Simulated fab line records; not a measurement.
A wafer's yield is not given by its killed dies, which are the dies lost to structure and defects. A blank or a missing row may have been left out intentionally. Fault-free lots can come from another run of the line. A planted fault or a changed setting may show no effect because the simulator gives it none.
fab line records	flow gf180mcu	part 1 of 2: steps 1 to 29 of 40
record: lots: 5	wafers: 15	last-day: 34
route steps=602 shown V5@546 TOP_METAL@567
lots that met no fault: from a run of the same line without faults
start-h: start of the lot's first displayed wafer, in hours after the record's first day	wait-h: how many hours have passed since the lot's step before this one	" unchanged from the row above	L1.1+2: a single row standing in for several wafers	- value missing, or start not given	* or withheld: withheld	< > ~ a bound
route shown NAME@n: names a module that has steps shown in the file, with the first one's number in the route	usual: mean and standard deviation over wafers with no fault	same: alike in all rows	chamber/n: place in a boat	sites: each site's reading	_std_site: the standard deviation of these	_edge_site: outer sites' mean less inner sites'	radius-mm: for every site, how far away it sits from the centre of the wafer	mask NAME#n: copy n	behind: the last tool/chamber to shape the wafer	hold: cause of the lot's hold/its duration in hours/its outcome	device: whichever transistor did not switch (one of n, p or np)	end of line: at the end of the route, the tests of the same wafers	a step without rows: its recipe alone	killed: the dies lost at the first sort to structure and to defects; this is not the yield of the wafer	map: a wafer's dies, x killed, . not, _ none there
set.NAME: the setting the step ran with; set.NAME@STEP: the setting that earlier step ran with	model.NAME: the simulator's own value behind a step, which no gauge read
lots at selected steps of the route; one table per step, one row per wafer
services: the hour from which a tool's chamber was out of use, counted from the record's first day as start-h (under 0 if before that day), plus the number of hours and why
== steps ==
step: GF_V5_DEHYDRATE_06
recipe: temp-c: 200	time-s: 60
lot.wafer	tool	chamber	start-h	wait-h
L078.2+4+5	litho-track-04	0	658.91	8.8
L081.2+3+5	litho-track-03	0	678.38	8.7
L092.1+3+5	litho-track-04	0	757.78	7.4
L096.2+4+6	litho-track-04	0	772.96	7.3
L097.3+4+5	litho-track-03	0	781.86	7.3
step: GF_V5_HMDS_07
recipe: prime-time-s: 60	prime-temp-c: 120
usual: prime-temp-c: 120.05/0.14
lot.wafer	tool	chamber	start-h	wait-h	prime-temp-c
L078.2	litho-track-04	0	659.06	0.1	120.03
L078.4	"	0	"	"	120.11
L078.5	"	0	"	"	120.04
L081.2	litho-track-03	0	678.53	0.1	119.83
L081.3	"	0	"	"	120.14
L081.5	"	0	"	"	119.87
L092.1	litho-track-04	0	757.93	0.1	120.00
L092.3	"	0	"	"	120.14
L092.5	"	0	"	"	120.07
L096.2	litho-track-04	0	773.11	0.1	119.91
L096.4	"	0	"	"	120.07
L096.6	"	0	"	"	119.91
L097.3	litho-track-03	0	782.01	0.1	120.18
L097.4	"	0	"	"	120.13
L097.5	"	0	"	"	120.05
step: GF_V5_COAT_08
recipe: resist: BARC	temp-c: withheld	time-s: withheld	spin-rpm: withheld	resist-thk-nm: withheld
lot.wafer	tool	chamber	start-h	wait-h
L078.2+4+5	litho-track-04	0	659.21	0.1
L081.2+3+5	litho-track-03	0	678.68	0.1
L092.1+3+5	litho-track-04	0	758.08	0.1
L096.2+4+6	litho-track-04	0	773.26	0.1
L097.3+4+5	litho-track-03	0	782.16	0.1
step: GF_V5_COAT_09
recipe: resist: KrF	spin-rpm: withheld	resist-thk-nm: 1000
lot.wafer	tool	chamber	start-h	wait-h
L078.2+4+5	litho-track-04	0	-	-
L081.2+3+5	litho-track-03	0	-	-
L092.1+3+5	litho-track-04	0	-	-
L096.2+4+6	litho-track-04	0	-	-
L097.3+4+5	litho-track-03	0	-	-
step: GF_V5_SOFTBAKE_10
recipe: temp-c: 130	time-s: 60	resist: KrF
lot.wafer	tool	chamber	start-h	wait-h
L078.2+4+5	litho-track-04	0	-	-
L081.2+3+5	litho-track-03	0	-	-
L092.1+3+5	litho-track-04	0	-	-
L096.2+4+6	litho-track-04	0	-	-
L097.3+4+5	litho-track-03	0	-	-
step: GF_V5_EXPOSE_11
recipe: mask-id: Via5	target-cd-nm: 260	na: 0.68	source-shape: conventional	sigma-outer: 0.6	dose-mj: 38
lot.wafer	tool	chamber	start-h	wait-h	mask
L078.2+4+5	krf-scanner-01	0	-	-	Via5#0
L081.2+3+5	krf-scanner-01	0	-	-	Via5#0
L092.1+3+5	krf-scanner-02	0	-	-	Via5#0
L096.2+4+6	krf-scanner-01	0	-	-	Via5#0
L097.3+4+5	krf-scanner-02	0	-	-	Via5#0
step: GF_V5_PEB_12
recipe: peb-temp-c: 135	peb-time-s: 90	resist: KrF
lot.wafer	tool	chamber	start-h	wait-h
L078.2+4+5	litho-track-03	0	-	-
L081.2+3+5	litho-track-04	0	-	-
L092.1+3+5	litho-track-03	0	-	-
L096.2+4+6	litho-track-03	0	-	-
L097.3+4+5	litho-track-04	0	-	-
step: GF_V5_DEVELOP_13
recipe: develop-time-s: 60	resist: KrF	dev-temp-c: 21
lot.wafer	tool	chamber	start-h	wait-h
L078.2+4+5	litho-track-03	0	669.38	0.2
L081.2+3+5	litho-track-04	0	688.61	0.2
L092.1+3+5	litho-track-03	0	765.71	0.2
L096.2+4+6	litho-track-03	0	781.08	0.2
L097.3+4+5	litho-track-04	0	790.23	0.1
step: GF_V5_CD_MEAS_14
recipe: target-cd-nm: 260
usual: cd-nm: 260.4/1.2
lot.wafer	tool	chamber	start-h	wait-h	cd-nm
L078.2	cd-sem-02	-	669.53	0.1	260.5
L078.4	"	-	"	"	260.5
L078.5	"	-	"	"	260.2
L081.2	cd-sem-02	-	688.75	0.1	260.6
L081.3	"	-	"	"	261.5
L081.5	"	-	"	"	260.7
L092.1	cd-sem-02	-	765.86	0.1	262.7
L092.3	"	-	"	"	262.5
L092.5	"	-	"	"	262.4
L096.2	cd-sem-02	-	781.23	0.1	258.8
L096.4	"	-	"	"	260.4
L096.6	"	-	"	"	259.9
L097.3	cd-sem-01	-	790.37	0.1	261.4
L097.4	"	-	"	"	261.7
L097.5	"	-	"	"	261.6
step: GF_V5_OVL_MEAS_15
usual: V5_OVL: -1/4.2
lot.wafer	tool	chamber	start-h	wait-h	V5_OVL[nm]
L078.2	overlay-01	-	669.64	0.1	-4
L078.4	"	-	"	"	6
L078.5	"	-	"	"	-2
L081.2	overlay-02	-	688.86	0.1	1
L081.3	"	-	"	"	1
L081.5	"	-	"	"	-7
L092.1	overlay-01	-	765.98	0.1	-3
L092.3	"	-	"	"	-1
L092.5	"	-	"	"	4
L096.2	overlay-01	-	781.33	0.1	3
L096.4	"	-	"	"	6
L096.6	"	-	"	"	5
L097.3	overlay-02	-	790.46	0.1	2
L097.4	"	-	"	"	0
L097.5	"	-	"	"	-6
step: GF_V5_ETCH_16
recipe: chemistry: N2/H2	target-depth-a: withheld	overetch-a: withheld	time-s: withheld	target: BARC	ion-energy-ev: 200	source-w: 500	bias-w: 100	pressure-mtorr: 30	n2-flow-sccm: 100	h2-flow-sccm: 200
usual: drypump-motor-current-A: 5.7/0.39	oes-product-au: 0.856/0.0049	throttle-valve-pct: 13.225/0.0086
lot.wafer	tool	chamber	start-h	wait-h	drypump-motor-current-A	oes-product-au	throttle-valve-pct
L078.2	rie-diel-02	1	669.67	0.0	6.1	0.857	13.229
L078.4	"	0	"	"	5.7	0.850	13.203
L078.5	"	2	"	"	5.2	0.850	13.225
L081.2	rie-diel-02	0	688.89	0.0	5.8	0.859	13.223
L081.3	"	2	"	"	5.2	0.860	13.218
L081.5	"	0	"	"	5.8	0.849	13.227
L092.1	rie-diel-04	0	766.01	0.0	6.3	0.863	13.228
L092.3	"	1	"	"	5.1	0.858	13.215
L092.5	"	1	"	"	5.1	0.856	13.232
L096.2	rie-diel-01	0	781.36	0.0	6.2	0.859	13.214
L096.4	"	1	"	"	6.0	0.857	13.223
L096.6	"	2	"	"	5.6	0.858	13.235
L097.3	rie-diel-02	3	790.49	0.0	5.8	0.856	13.227
L097.4	"	0	"	"	5.7	0.854	13.207
L097.5	"	1	"	"	6.1	0.863	13.221
step: GF_V5_ETCH_17
recipe: chemistry: C4F8/O2/Ar	mask-material: KrF	target: SiO2	stop-on: TiN	source-w: 1500	bias-w: 1200	pressure-mtorr: 40	c4f8-flow-sccm: withheld	O2_flow_sccm: 6	Ar_flow_sccm: 300	time-s: withheld	target-depth-a: 8550
usual: oes-product-au: 0.860/0.0041
lot.wafer	tool	chamber	start-h	wait-h	oes-product-au
L078.2	rie-diel-02	1	-	-	0.856
L078.4	"	0	"	"	0.863
L078.5	"	2	"	"	0.859
L081.2	rie-diel-02	0	-	-	0.857
L081.3	"	2	"	"	0.860
L081.5	"	0	"	"	0.857
L092.1	rie-diel-04	0	-	-	0.856
L092.3	"	1	"	"	0.857
L092.5	"	1	"	"	0.858
L096.2	rie-diel-01	0	-	-	0.862
L096.4	"	1	"	"	0.866
L096.6	"	2	"	"	0.864
L097.3	rie-diel-02	3	-	-	0.863
L097.4	"	0	"	"	0.856
L097.5	"	1	"	"	0.862
step: GF_V5_STRIP_18
recipe: chemistry: O2/N2	power-w: 1400	pressure-mtorr: 1500	platen-temp-c: 250	o2-flow-sccm: 3000	n2-flow-sccm: 300	overash-fraction: 0.5
usual: drypump-motor-current-A: 5.8/0.41	heater-power-w: 326/21	o2-flow-sccm: 2999/8	oes-product-au: 0.569/0.0048
same: overash-fraction: 0.5
lot.wafer	tool	chamber	start-h	wait-h	drypump-motor-current-A	heater-power-w	o2-flow-sccm	oes-product-au	rf-hours-counter-h
L078.2	plasma-asher-01	1	669.82	-	6.3	351	2992	0.574	103
L078.4	"	0	"	"	5.3	342	3010	0.576	-
L078.5	"	0	"	"	5.3	343	3000	0.563	-
L081.2	plasma-asher-01	0	689.12	-	5.3	346	3002	0.574	105
L081.3	"	0	"	"	5.3	347	3008	0.567	-
L081.5	"	0	"	"	5.3	339	3011	0.567	-
L092.1	plasma-asher-01	0	766.17	-	5.3	354	3008	0.572	2
L092.3	"	0	"	"	5.3	359	3001	0.565	-
L092.5	"	1	"	"	6.3	356	2995	0.572	-
L096.2	plasma-asher-03	1	781.52	-	5.4	312	2985	0.564	38
L096.4	"	0	"	"	5.3	349	3013	0.561	-
L096.6	"	1	"	"	5.3	308	3001	0.563	-
L097.3	plasma-asher-02	1	790.67	-	5.7	296	3004	0.572	-
L097.4	"	0	"	"	6.3	328	2991	0.563	-
L097.5	"	0	"	"	6.2	330	3008	0.572	-
step: GF_V5_STRIP_19
recipe: chemistry: post-etch-residue-remover	time-s: 1200	temp-c: 72.5
lot.wafer	tool	chamber	start-h	wait-h
L078.2+4+5	wet-bench-04	3	669.92	0.1
L081.2+3+5	wet-bench-02	0	689.22	0.1
L092.1+3+5	wet-bench-01	3	766.27	0.1
L096.2+4+6	wet-bench-04	2	781.62	0.1
L097.3+4+5	wet-bench-04	2	790.74	0.0
step: GF_V5_CLEAN_20
recipe: chemistry: DIW	dry: n2-spin
lot.wafer	tool	chamber	start-h	wait-h
L078.2+4+5	wet-bench-01	1	670.26	0.0
L081.2+3+5	wet-bench-02	1	689.90	0.0
L092.1+3+5	wet-bench-04	0	766.61	0.0
L096.2+4+6	wet-bench-02	3	781.96	0.0
L097.3+4+5	wet-bench-01	1	791.11	0.0
step: GF_V5_SPUTTER_21
recipe: material: Ti	target-thk-nm: 15	chamber-pressure-pa: 5	power-w: 2500	substrate-temp-c: 200	time-s: 80.02
usual: throttle-valve-pct: 30.2/0.76
lot.wafer	tool	chamber	start-h	wait-h	throttle-valve-pct
L078.2	pvd-sputter-02	-	670.35	0.0	30.4
L078.4	"	-	"	"	30.3
L078.5	"	-	"	"	28.8
L081.2	pvd-sputter-03	-	690.09	0.0	30.8
L081.3	"	-	"	"	29.8
L081.5	"	-	"	"	30.6
L092.1	pvd-sputter-04	-	766.71	0.0	30.3
L092.3	"	-	"	"	30.0
L092.5	"	-	"	"	29.1
L096.2	pvd-sputter-03	-	782.05	0.0	31.0
L096.4	"	-	"	"	30.3
L096.6	"	-	"	"	30.5
L097.3	pvd-sputter-04	-	791.21	0.0	31.8
L097.4	"	-	"	"	29.2
L097.5	"	-	"	"	31.6
step: GF_V5_SPUTTER_22
recipe: material: TiN	target-thk-nm: 10	chamber-pressure-pa: 5	power-w: 4000	time-s: 40
usual: throttle-valve-pct: 30.1/0.78
lot.wafer	tool	chamber	start-h	wait-h	throttle-valve-pct
L078.2	pvd-sputter-02	-	670.41	0.0	30.7
L078.4	"	-	"	"	30.0
L078.5	"	-	"	"	29.3
L081.2	pvd-sputter-03	-	690.15	0.0	31.0
L081.3	"	-	"	"	29.7
L081.5	"	-	"	"	30.6
L092.1	pvd-sputter-04	-	766.77	0.0	30.5
L092.3	"	-	"	"	30.0
L092.5	"	-	"	"	29.2
L096.2	pvd-sputter-03	-	782.11	0.0	30.8
L096.4	"	-	"	"	30.9
L096.6	"	-	"	"	30.8
L097.3	pvd-sputter-04	-	791.27	0.0	31.8
L097.4	"	-	"	"	29.0
L097.5	"	-	"	"	32.1
step: GF_V5_CVD_23
recipe: material: W	target-thk-nm: 350	time-s: 104.9	temp-c: 400	pressure-torr: 40
usual: heater-power-w: 814/82
lot.wafer	tool	chamber	start-h	wait-h	heater-power-w
L078.2	cvd-w-02	1	670.45	0.0	781
L078.4	"	1	"	"	786
L078.5	"	1	"	"	790
L081.2	cvd-w-02	1	690.19	0.0	769
L081.3	"	1	"	"	781
L081.5	"	0	"	"	776
L092.1	cvd-w-02	1	766.81	0.0	785
L092.3	"	0	"	"	760
L092.5	"	1	"	"	792
L096.2	cvd-w-02	1	782.15	0.0	776
L096.4	"	1	"	"	775
L096.6	"	0	"	"	770
L097.3	cvd-w-01	1	791.35	0.1	767
L097.4	"	0	"	"	969
L097.5	"	0	"	"	940
step: GF_V5_RS_MEAS_24
recipe: thk-meas-gauge: four-point-probe	reads: W_of_V5_CVD_23+TiN_of_V5_SPUTTER_22+Ti_of_V5_SPUTTER_21
usual: V5_W_RS: 0.329/0.0031
lot.wafer	tool	chamber	start-h	wait-h	V5_W_RS[ohm/sq]
L078.2	film-metro-02	-	670.58	0.1	0.335
L078.4	"	-	"	"	0.333
L078.5	"	-	"	"	0.328
L081.2	film-metro-04	-	690.32	0.1	0.337
L081.3	"	-	"	"	0.334
L081.5	"	-	"	"	0.334
L092.1	film-metro-02	-	766.92	0.1	0.328
L092.3	"	-	"	"	0.330
L092.5	"	-	"	"	0.329
L096.2	film-metro-03	-	782.28	0.1	0.330
L096.4	"	-	"	"	0.331
L096.6	"	-	"	"	0.333
L097.3	film-metro-03	-	791.47	0.1	0.331
L097.4	"	-	"	"	0.335
L097.5	"	-	"	"	0.330
step: GF_V5_THK_MEAS_25
recipe: thk-meas-gauge: xrf	reads: W_of_V5_CVD_23
usual: V5_W_THK: 342/3.6
lot.wafer	tool	chamber	start-h	wait-h	V5_W_THK[nm]
L078.2	film-metro-02	-	670.69	0.1	334
L078.4	"	-	"	"	337
L078.5	"	-	"	"	339
L081.2	film-metro-04	-	690.43	0.1	334
L081.3	"	-	"	"	334
L081.5	"	-	"	"	334
L092.1	film-metro-02	-	767.04	0.1	345
L092.3	"	-	"	"	340
L092.5	"	-	"	"	344
L096.2	film-metro-03	-	782.39	0.1	343
L096.4	"	-	"	"	341
L096.6	"	-	"	"	339
L097.3	film-metro-03	-	791.57	0.1	344
L097.4	"	-	"	"	339
L097.5	"	-	"	"	343
step: GF_V5_CMP_26
recipe: stop-on: SiO2	down-force-psi: 3.5	platen-rpm: 60	t-overpolish-s: 15	target-thk-nm: 0	pad-velocity-m-s: 0.94248
usual: head-pressure-psi: 3.499/0.0078	motor-current-A: 10.8/0.84	overpolish-run-s: 14.998/0.0081	time-to-endpoint-s: 86/3.1
lot.wafer	tool	chamber	start-h	wait-h	head-pressure-psi	motor-current-A	overpolish-run-s	time-to-endpoint-s
L078.4	cmp-02	3	670.79	0.1	3.496	10.0	14.998	86
L078.2	"	1	"	"	3.507	10.5	15.007	86
L078.5	"	3	"	"	3.497	9.5	14.991	90
L081.3	cmp-01	1	690.53	0.1	3.504	10.7	14.988	81
L081.2	"	3	"	"	3.499	10.4	15.009	82
L081.5	"	1	"	"	3.503	11.1	14.998	85
L092.1	cmp-02	0	767.70	0.7	3.506	9.9	15.013	88
L092.3	"	2	"	"	3.499	11.4	15.001	87
L092.5	"	0	"	"	3.512	9.7	15.004	87
L096.2	cmp-01	0	782.49	0.1	3.497	10.3	14.995	87
L096.4	"	1	"	"	3.506	11.0	15.008	84
L096.6	"	3	"	"	3.498	10.2	14.986	84
L097.3	cmp-01	3	791.66	0.1	3.511	10.0	15.000	84
L097.4	"	1	"	"	3.497	11.7	14.991	86
L097.5	"	2	"	"	3.511	11.3	15.008	87
step: GF_TOP_METAL_SPUTTER_00
recipe: material: Ti	target-thk-nm: 37.5	arriving-ion-energy-ev: 80	substrate-temp-c: 200	chamber-pressure-pa: 2	power-w: 4000	time-s: 150
usual: throttle-valve-pct: 30.0/0.81
lot.wafer	tool	chamber	start-h	wait-h	throttle-valve-pct
L078.2	pvd-sputter-04	-	671.04	0.1	30.3
L078.4	"	-	"	"	31.9
L078.5	"	-	"	"	30.6
L081.2	pvd-sputter-04	-	690.78	0.1	30.0
L081.3	"	-	"	"	30.6
L081.5	"	-	"	"	29.2
L092.1	pvd-sputter-01	-	768.00	0.2	29.5
L092.3	"	-	"	"	29.6
L092.5	"	-	"	"	29.8
L096.2	pvd-sputter-03	-	782.74	0.2	30.7
L096.4	"	-	"	"	30.9
L096.6	"	-	"	"	29.9
L097.3	pvd-sputter-04	-	791.91	0.2	31.7
L097.4	"	-	"	"	29.4
L097.5	"	-	"	"	29.1
step: GF_TOP_METAL_SPUTTER_01
recipe: material: TiN	target-thk-nm: 30	power-w: 6500	time-s: 25	chamber-pressure-pa: 0.4
usual: throttle-valve-pct: 30.0/0.82
lot.wafer	tool	chamber	start-h	wait-h	throttle-valve-pct
L078.2	pvd-sputter-04	-	671.14	0.1	30.5
L078.4	"	-	"	"	31.7
L078.5	"	-	"	"	30.4
L081.2	pvd-sputter-04	-	690.88	0.1	30.1
L081.3	"	-	"	"	30.5
L081.5	"	-	"	"	29.3
L092.1	pvd-sputter-01	-	768.10	0.1	29.6
L092.3	"	-	"	"	29.8
L092.5	"	-	"	"	29.8
L096.2	pvd-sputter-03	-	782.84	0.1	30.7
L096.4	"	-	"	"	30.9
L096.6	"	-	"	"	30.0
L097.3	pvd-sputter-04	-	792.01	0.1	31.7
L097.4	"	-	"	"	29.1
L097.5	"	-	"	"	29.4
step: GF_TOP_METAL_SPUTTER_02
recipe: material: AlCu	target-thk-nm: 900	power-w: 10600	chamber-pressure-pa: 0.3	substrate-temp-c: 250	gas: Ar	time-s: 47.82
usual: throttle-valve-pct: 30.0/0.8
lot.wafer	tool	chamber	start-h	wait-h	throttle-valve-pct
L078.2	pvd-sputter-04	-	671.17	0.0	30.4
L078.4	"	-	"	"	31.8
L078.5	"	-	"	"	30.3
L081.2	pvd-sputter-04	-	690.91	0.0	30.0
L081.3	"	-	"	"	30.5
L081.5	"	-	"	"	29.0
L092.1	pvd-sputter-01	-	768.13	0.0	29.7
L092.3	"	-	"	"	29.8
L092.5	"	-	"	"	29.6
L096.2	pvd-sputter-03	-	782.87	0.0	30.7
L096.4	"	-	"	"	30.9
L096.6	"	-	"	"	29.8
L097.3	pvd-sputter-04	-	792.04	0.0	31.7
L097.4	"	-	"	"	29.2
L097.5	"	-	"	"	29.1
step: GF_TOP_METAL_SPUTTER_03
recipe: material: Ti	target-thk-nm: 5	substrate-temp-c: 300	chamber-pressure-pa: 0.3	power-w: 3000	time-s: 3.3
usual: throttle-valve-pct: 30.0/0.8
lot.wafer	tool	chamber	start-h	wait-h	throttle-valve-pct
L078.2	pvd-sputter-04	-	671.22	0.0	30.4
L078.4	"	-	"	"	31.8
L078.5	"	-	"	"	30.6
L081.2	pvd-sputter-04	-	690.95	0.0	29.7
L081.3	"	-	"	"	30.5
L081.5	"	-	"	"	29.1
L092.1	pvd-sputter-01	-	768.18	0.0	29.5
L092.3	"	-	"	"	29.9
L092.5	"	-	"	"	29.9
L096.2	pvd-sputter-03	-	782.92	0.0	30.6
L096.4	"	-	"	"	31.1
L096.6	"	-	"	"	29.7
L097.3	pvd-sputter-04	-	792.08	0.0	31.5
L097.4	"	-	"	"	29.3
L097.5	"	-	"	"	29.1
step: GF_TOP_METAL_SPUTTER_04
recipe: material: TiN	target-thk-nm: 25	power-w: 6500	time-s: 20.8	chamber-pressure-pa: 0.4
usual: throttle-valve-pct: 30.0/0.81
lot.wafer	tool	chamber	start-h	wait-h	throttle-valve-pct
L078.2	pvd-sputter-04	-	671.24	0.0	30.4
L078.4	"	-	"	"	31.8
L078.5	"	-	"	"	30.5
L081.2	pvd-sputter-04	-	690.97	0.0	29.8
L081.3	"	-	"	"	30.4
L081.5	"	-	"	"	29.2
L092.1	pvd-sputter-01	-	768.19	0.0	29.5
L092.3	"	-	"	"	29.5
L092.5	"	-	"	"	29.8
L096.2	pvd-sputter-03	-	782.93	0.0	30.8
L096.4	"	-	"	"	30.9
L096.6	"	-	"	"	29.7
L097.3	pvd-sputter-04	-	792.10	0.0	32.0
L097.4	"	-	"	"	29.3
L097.5	"	-	"	"	29.2
step: GF_TOP_METAL_RS_MEAS_05
recipe: thk-meas-gauge: four-point-probe	reads: TiN_of_TOP_METAL_SPUTTER_04+Ti_of_TOP_METAL_SPUTTER_03+AlCu_of_TOP_METAL_SPUTTER_02+TiN_of_TOP_METAL_SPUTTER_01+Ti_of_TOP_METAL_SPUTTER_00
usual: TOP_METAL_ALCU_RS: 0.0328/0.00034
lot.wafer	tool	chamber	start-h	wait-h	TOP_METAL_ALCU_RS[ohm/sq]
L078.2	film-metro-02	-	671.28	0.0	0.0324
L078.4	"	-	"	"	0.0324
L078.5	"	-	"	"	0.0324
L081.2	film-metro-01	-	691.02	0.0	0.0331
L081.3	"	-	"	"	0.0328
L081.5	"	-	"	"	0.0331
L092.1	film-metro-01	-	768.22	0.0	0.0334
L092.3	"	-	"	"	0.0334
L092.5	"	-	"	"	0.0335
L096.2	film-metro-01	-	782.98	0.0	0.0330
L096.4	"	-	"	"	0.0327
L096.6	"	-	"	"	0.0328
L097.3	film-metro-01	-	792.17	0.1	0.0323
L097.4	"	-	"	"	0.0325
L097.5	"	-	"	"	0.0324
step: GF_TOP_METAL_THK_MEAS_06
recipe: thk-meas-gauge: xrf	reads: AlCu_of_TOP_METAL_SPUTTER_02
usual: TOP_METAL_ALCU_THK: 909/10
lot.wafer	tool	chamber	start-h	wait-h	TOP_METAL_ALCU_THK[nm]
L078.2	film-metro-02	-	671.39	0.1	923
L078.4	"	-	"	"	925
L078.5	"	-	"	"	922
L081.2	film-metro-01	-	691.13	0.1	902
L081.3	"	-	"	"	910
L081.5	"	-	"	"	902
L092.1	film-metro-01	-	768.34	0.1	888
L092.3	"	-	"	"	888
L092.5	"	-	"	"	891
L096.2	film-metro-01	-	783.09	0.1	902
L096.4	"	-	"	"	910
L096.6	"	-	"	"	905
L097.3	film-metro-01	-	792.27	0.1	921
L097.4	"	-	"	"	919
L097.5	"	-	"	"	920
step: GF_TOP_METAL_DEHYDRATE_07
recipe: temp-c: 200	time-s: 60
lot.wafer	tool	chamber	start-h	wait-h
L078.2+4+5	litho-track-03	0	679.83	8.4
L081.2+3+5	litho-track-01	0	699.14	8.0
L092.1+3+5	litho-track-02	0	775.72	7.4
L096.2+4+6	litho-track-01	0	790.34	7.2
L097.3+4+5	litho-track-03	0	799.26	7.0
